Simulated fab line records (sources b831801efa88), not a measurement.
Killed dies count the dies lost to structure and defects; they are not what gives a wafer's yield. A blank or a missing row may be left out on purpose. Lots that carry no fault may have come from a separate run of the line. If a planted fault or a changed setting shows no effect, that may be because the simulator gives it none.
Shared-tool check + flow sfq-line + 14 lots and 42 wafers in the sample

== WHY IT WAS OPENED ==
At SFQ_R5_RS_MEAS_933 the reading R5_MONX_RS is flagged on 2 of 14 lots. Fault-free wafers read 7.07 ohm/sq, with a standard deviation of 0.07.
Rule: a lot gets a flag if all its wafers with a number sit over 4 standard deviations from that mean, or if no wafer of it has a number. The other lots count as sound.

| lot  | measured     | on            | R5_MONX_RS (ohm/sq), wafer by wafer | flag    |
|------|--------------|---------------|-------------------------------------|---------|
| L140 | day 48 04:55 | film-metro-02 | 7.15 7.17 7.08                      |         |
| L143 | day 49 13:55 | film-metro-02 | 7.15 7.11 7.17                      |         |
| L144 | day 49 21:47 | film-metro-03 | 7.16 7.15 7.13                      |         |
| L145 | day 50 02:01 | film-metro-03 | 6.45 6.44 6.43                      | FLAGGED |
| L146 | day 50 05:07 | film-metro-02 | 7.01 7.00 7.02                      |         |
| L147 | day 50 11:04 | film-metro-03 | 6.55 6.61 6.59                      | FLAGGED |
| L155 | day 54 21:02 | film-metro-03 | 7.01 7.07 7.12                      |         |
| L156 | day 57 06:35 | film-metro-03 | 6.98 6.99 6.99                      |         |
| L157 | day 57 19:27 | film-metro-03 | 7.13 7.07 7.07                      |         |
| L158 | day 58 04:14 | film-metro-03 | 7.12 7.07 7.13                      |         |
| L160 | day 59 10:11 | film-metro-04 | 7.10 7.04 7.05                      |         |
| L161 | day 59 13:13 | film-metro-04 | 6.96 7.03 7.04                      |         |
| L162 | day 60 00:23 | film-metro-03 | 6.96 6.92 6.94                      |         |
| L163 | day 60 01:11 | film-metro-04 | 7.09 7.01 7.02                      |         |
The mean of the flagged lots' numbers is 6.51 ohm/sq, -0.56 ohm/sq from the usual (-8 standard deviations).

== WHICH TOOL RAN EACH LOT ==
2 process steps preceding the reading are held in the record, out of 325 steps in the route. Each cell gives the tool, then ch followed by the chambers the sampled wafers passed through, then the start.
| lot  | flag    | SFQ_TRILAYER_I4_METRO_MEASURE_101 | SFQ_TRILAYER_R5_DEP_SPUTTER_133 |
|------|---------|-----------------------------------|---------------------------------|
| L140 |         | film-metro-02, day 33 05:37       | pvd-sputter-04, day 48 04:49    |
| L143 |         | film-metro-02, day 34 19:47       | pvd-sputter-03, day 49 13:49    |
| L144 |         | film-metro-03, day 35 07:19       | pvd-sputter-03, day 49 21:38    |
| L145 | FLAGGED | film-metro-03, day 35 16:47       | pvd-sputter-03, day 50 01:55    |
| L146 |         | film-metro-03, day 36 07:59       | pvd-sputter-06, day 50 05:00    |
| L147 | FLAGGED | film-metro-02, day 36 20:29       | pvd-sputter-03, day 50 11:00    |
| L155 |         | film-metro-03, day 44 09:26       | pvd-sputter-04, day 54 20:55    |
| L156 |         | film-metro-03, day 45 00:02       | pvd-sputter-06, day 57 06:31    |
| L157 |         | film-metro-03, day 45 14:13       | pvd-sputter-03, day 57 19:22    |
| L158 |         | film-metro-03, day 45 18:43       | pvd-sputter-06, day 58 04:07    |
| L160 |         | film-metro-03, day 47 03:43       | pvd-sputter-06, day 59 10:07    |
| L161 |         | film-metro-02, day 47 10:22       | pvd-sputter-04, day 59 13:07    |
| L162 |         | film-metro-02, day 47 22:22       | pvd-sputter-04, day 60 00:17    |
| L163 |         | film-metro-01, day 48 00:43       | pvd-sputter-03, day 60 01:07    |
These steps, and what they do:
- SFQ_TRILAYER_I4_METRO_MEASURE_101
- SFQ_TRILAYER_R5_DEP_SPUTTER_133: material MoNx, target thk 40 nm, time 66.7 s.
- SFQ_R5_RS_MEAS_933: measures by four-point-probe.

== FLAGGED AGAINST TOTAL, ONE TOOL AT A TIME (gauges that did the reading follow at the end) ==
| step                              | tool           | lots run | flagged | share of the flagged lots | sound lots run after its first flagged lot |
|-----------------------------------|----------------|----------|---------|---------------------------|--------------------------------------------|
| SFQ_TRILAYER_I4_METRO_MEASURE_101 | film-metro-01  | 1        | 0       | none                      | -                                          |
| SFQ_TRILAYER_I4_METRO_MEASURE_101 | film-metro-02  | 5        | 1       | some                      | 2 (L161,L162)                              |
| SFQ_TRILAYER_I4_METRO_MEASURE_101 | film-metro-03  | 8        | 1       | some                      | 6 (L146,L155,L156,L157,L158,L160)          |
| SFQ_TRILAYER_R5_DEP_SPUTTER_133   | pvd-sputter-03 | 6        | 2       | all                       | 2 (L157,L163)                              |
| SFQ_TRILAYER_R5_DEP_SPUTTER_133   | pvd-sputter-04 | 4        | 0       | none                      | -                                          |
| SFQ_TRILAYER_R5_DEP_SPUTTER_133   | pvd-sputter-06 | 4        | 0       | none                      | -                                          |
| SFQ_R5_RS_MEAS_933                | film-metro-02  | 3        | 0       | none                      | -                                          |
| SFQ_R5_RS_MEAS_933                | film-metro-03  | 8        | 2       | all                       | 5 (L155,L156,L157,L158,L162)               |
| SFQ_R5_RS_MEAS_933                | film-metro-04  | 3        | 0       | none                      | -                                          |

== WHAT THE TABLE PERMITS ==
Rows of the table that ran all the flagged lots, 2 in number: pvd-sputter-03 at SFQ_TRILAYER_R5_DEP_SPUTTER_133; film-metro-03 at SFQ_R5_RS_MEAS_933.
- pvd-sputter-03 at SFQ_TRILAYER_R5_DEP_SPUTTER_133 ran 6 lots, 2 of them flagged. After the first flagged lot (L157, L163), sound lots still ran on it; a lasting fault on the whole tool would not permit that. Its own readings lie more than 4 standard deviations out on every wafer of the flagged lots: cathode-dc-power-W.
- film-metro-03 at SFQ_R5_RS_MEAS_933 ran 8 lots, 2 of them flagged. After the first flagged lot (L155, L156, L157, L158, L162), sound lots still ran on it; a lasting fault on the whole tool would not permit that.
Not one row of the table ran every flagged lot while running no sound lot after the first.

== WHAT THE SIMULATOR HAD INSERTED ==
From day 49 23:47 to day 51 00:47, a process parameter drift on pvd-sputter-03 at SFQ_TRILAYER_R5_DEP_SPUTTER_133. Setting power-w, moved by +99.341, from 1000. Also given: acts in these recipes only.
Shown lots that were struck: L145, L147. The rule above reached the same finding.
